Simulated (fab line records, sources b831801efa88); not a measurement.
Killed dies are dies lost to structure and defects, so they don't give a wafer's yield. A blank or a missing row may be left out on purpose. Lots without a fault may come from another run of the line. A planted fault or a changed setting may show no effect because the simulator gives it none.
Which tool did it? | flow gf180mcu | 13 lots, 39 wafers sampled, at 6 steps of a route of 602

WHAT THE GAUGES READ, wafer by wafer
GF_PSD_RS_MEAS_14: measures by four-point-probe.
lot  | measured     | on            | NSD_RS (ohm/sq)
L544 | day 14 00:57 | film_metro-01 | 46.14 46.10 46.17
L545 | day 14 15:04 | film_metro-03 | 46.16 45.99 46.04
L546 | day 14 23:22 | film_metro-03 | 46.16 46.20 46.13
L547 | day 15 02:32 | film_metro-03 | 46.09 46.01 46.10
L548 | day 15 16:59 | film_metro-03 | 46.05 46.12 46.03
L551 | day 16 21:05 | film_metro-04 | 46.26 46.20 46.25
L557 | day 18 21:08 | film_metro-01 | 43.15 43.20 43.17
L559 | day 19 16:19 | film_metro-01 | 43.13 43.12 43.12
L560 | day 19 20:28 | film_metro-04 | 43.17 43.13 43.17
L562 | day 20 13:14 | film_metro-04 | 46.31 46.29 46.29
L565 | day 21 12:20 | film_metro-03 | 46.28 46.20 46.25
L566 | day 21 23:49 | film_metro-04 | 46.09 46.15 46.23
L567 | day 22 06:17 | film_metro-04 | 46.33 46.22 46.18

GF_PSD_RS_MEAS_15: measures by four-point-probe.
lot  | measured     | on            | PSD_RS (ohm/sq)
L544 | day 14 01:04 | film_metro-01 | 108.16 108.49 108.38
L545 | day 14 15:11 | film_metro-03 | 108.38 108.73 108.54
L546 | day 14 23:29 | film_metro-03 | 108.56 108.32 108.46
L547 | day 15 02:40 | film_metro-03 | 108.66 108.41 108.89
L548 | day 15 17:07 | film_metro-03 | 108.29 108.48 108.47
L551 | day 16 21:13 | film_metro-04 | 108.78 108.21 108.35
L557 | day 18 21:16 | film_metro-01 | 99.89 99.71 99.92
L559 | day 19 16:26 | film_metro-01 | 99.59 99.91 99.92
L560 | day 19 20:35 | film_metro-04 | 99.84 99.70 99.65
L562 | day 20 13:22 | film_metro-04 | 109.38 109.17 109.17
L565 | day 21 12:28 | film_metro-03 | 109.08 108.70 108.32
L566 | day 21 23:56 | film_metro-04 | 108.95 109.19 108.96
L567 | day 22 06:24 | film_metro-04 | 108.78 108.91 108.99

GF_SAB_OVL_MEAS_10.
lot  | measured     | on         | SAB_OVL (nm)
L544 | day 14 21:35 | overlay-02 | 2.8 2.8 3.1
L545 | day 15 12:11 | overlay-01 | -1.0 -2.2 -1.2
L546 | day 15 21:05 | overlay-02 | 1.1 -0.5 -1.8
L547 | day 15 23:54 | overlay-02 | 0.9 1.2 0.4
L548 | day 16 14:43 | overlay-02 | 0.6 -1.7 0.3
L551 | day 17 20:22 | overlay-01 | -2.2 -2.2 -0.6
L557 | day 19 21:46 | overlay-02 | -0.6 -1.6 1.5
L559 | day 20 16:41 | overlay-02 | -0.9 0.7 0.6
L560 | day 20 20:41 | overlay-02 | 2.2 -1.5 2.8
L562 | day 21 13:26 | overlay-01 | -2.6 -1.2 1.2
L565 | day 22 12:28 | overlay-01 | -0.7 -1.3 -2.6
L566 | day 22 23:42 | overlay-02 | 3.4 2.2 2.2
L567 | day 23 06:05 | overlay-02 | -0.5 1.0 -0.1

GF_M1_RS_MEAS_05: measures by four-point-probe.
lot  | measured     | on            | M1_ALCU_RS (ohm/sq)
L544 | day 15 21:47 | film_metro-01 | 0.0682 0.0687 0.0685
L545 | day 16 12:49 | film_metro-04 | 0.0677 0.0686 0.0676
L546 | day 16 21:44 | film_metro-04 | 0.0676 0.0689 0.0679
L547 | day 17 00:33 | film_metro-01 | 0.0685 0.0693 0.0687
L548 | day 17 16:46 | film_metro-01 | 0.0683 0.0699 0.0686
L551 | day 19 00:14 | film_metro-03 | 0.0683 0.0679 0.0678
L557 | day 21 00:37 | film_metro-04 | 0.0687 0.0679 0.0679
L559 | day 21 19:07 | film_metro-04 | 0.0679 0.0685 0.0680
L560 | day 21 23:31 | film_metro-04 | 0.0691 0.0690 0.0691
L562 | day 22 16:14 | film_metro-04 | 0.0690 0.0687 0.0691
L565 | day 23 16:07 | film_metro-04 | 0.0689 0.0685 0.0686
L566 | day 24 02:10 | film_metro-03 | 0.0670 0.0689 0.0687
L567 | day 24 08:19 | film_metro-04 | 0.0687 0.0686 0.0682

GF_V1_THK_MEAS_03.
lot  | measured     | on            | V1_CVD_02_THK (nm)
L544 | day 16 20:52 | film_metro-04 | 854 868 859
L545 | day 17 11:18 | film_metro-01 | 862 861 867
L546 | day 17 21:32 | film_metro-04 | 854 853 859
L547 | day 18 00:43 | film_metro-04 | 836 841 841
L548 | day 18 17:17 | film_metro-04 | 851 863 879
L551 | day 20 01:31 | film_metro-04 | 857 856 875
L557 | day 22 00:58 | film_metro-02 | 840 860 872
L559 | day 22 19:44 | film_metro-02 | 849 854 857
L560 | day 22 23:45 | film_metro-01 | 842 857 865
L562 | day 23 17:20 | film_metro-02 | 856 861 867
L565 | day 24 15:56 | film_metro-02 | 847 844 825
L566 | day 25 01:34 | film_metro-01 | 824 854 843
L567 | day 25 07:50 | film_metro-01 | 856 859 861

WHICH TOOL RAN EACH LOT (tool, then ch and the chambers of the sampled wafers, then the start)
lot  | GF_PSD_RTA_13
L544 | rtp_anneal-01 ch 0, day 14 00:51
L545 | rtp_anneal-02 ch 0, day 14 14:58
L546 | rtp_anneal-01 ch 0, day 14 23:16
L547 | rtp_anneal-01 ch 0, day 15 02:28
L548 | rtp_anneal-01 ch 0, day 15 16:54
L551 | rtp_anneal-01 ch 0, day 16 21:00
L557 | rtp_anneal-01 ch 0, day 18 21:03
L559 | rtp_anneal-01 ch 0, day 19 16:14
L560 | rtp_anneal-01 ch 0, day 19 20:23
L562 | rtp_anneal-02 ch 0, day 20 13:08
L565 | rtp_anneal-02 ch 0, day 21 12:16
L566 | rtp_anneal-01 ch 0, day 21 23:43
L567 | rtp_anneal-02 ch 0, day 22 06:07
- GF_PSD_RTA_13: time 20 s.

WHAT THE TOOLS THEMSELVES READ (means of the sampled wafers that have a number; where no wafer has one, the mark that the record gives instead)
GF_PSD_RTA_13.
lot  | tool          | lamp_power_pct (%) | wafer_temp_C_max
L544 | rtp_anneal-01 | 35.8               | 1032.1
L545 | rtp_anneal-02 | 31.6               | 1031.3
L546 | rtp_anneal-01 | 35.8               | 1030.2
L547 | rtp_anneal-01 | 35.8               | 1030.4
L548 | rtp_anneal-01 | 35.8               | 1031.7
L551 | rtp_anneal-01 | 35.8               | 1030.5
L557 | rtp_anneal-01 | 37.8               | 1052.1
L559 | rtp_anneal-01 | 37.7               | 1050.4
L560 | rtp_anneal-01 | 37.8               | 1051.1
L562 | rtp_anneal-02 | 31.5               | 1030.0
L565 | rtp_anneal-02 | 31.6               | 1029.6
L566 | rtp_anneal-01 | 35.8               | 1031.1
L567 | rtp_anneal-02 | 31.6               | 1030.6

THE ANSWER, worked out from the rows above alone
Rule: what is usual is taken from the lots themselves. Put in order of their means at a reading, lots are off if they are a third of the lots or fewer, leave a main group of 4 or more, and stand apart from it by a gap of 3 or more times the standard deviation of the main group's means; of several such gaps the widest counts. A main group whose means are all the same, to the digits that the tables above print for the reading, isn't used. A lot without any number at a reading at which 4 lots or more have one is off too. The other lots that the step has rows for count as sound. The gauges are gone through in route order, then the tools' own readings, and for those a lot's mean is taken as printed above. The first step at which some lot is off is used, and at that step the reading that is off furthest; a lot without a number counts as furthest.
Off: L557, L559, L560, at GF_PSD_RS_MEAS_14 (NSD_RS). The main group: mean 46.17 ohm/sq, standard deviation 0.081.
A tool fits if, at a process step before that reading, it ran every lot that is off, and no sound lot after the first of them. The gauges at GF_PSD_RS_MEAS_14 aren't tried: what is off there is off at GF_PSD_RTA_13 too, on other tools, and a gauge's error can't cause that. None of those tried fits.

WHAT THE SIMULATOR HAD PUT IN
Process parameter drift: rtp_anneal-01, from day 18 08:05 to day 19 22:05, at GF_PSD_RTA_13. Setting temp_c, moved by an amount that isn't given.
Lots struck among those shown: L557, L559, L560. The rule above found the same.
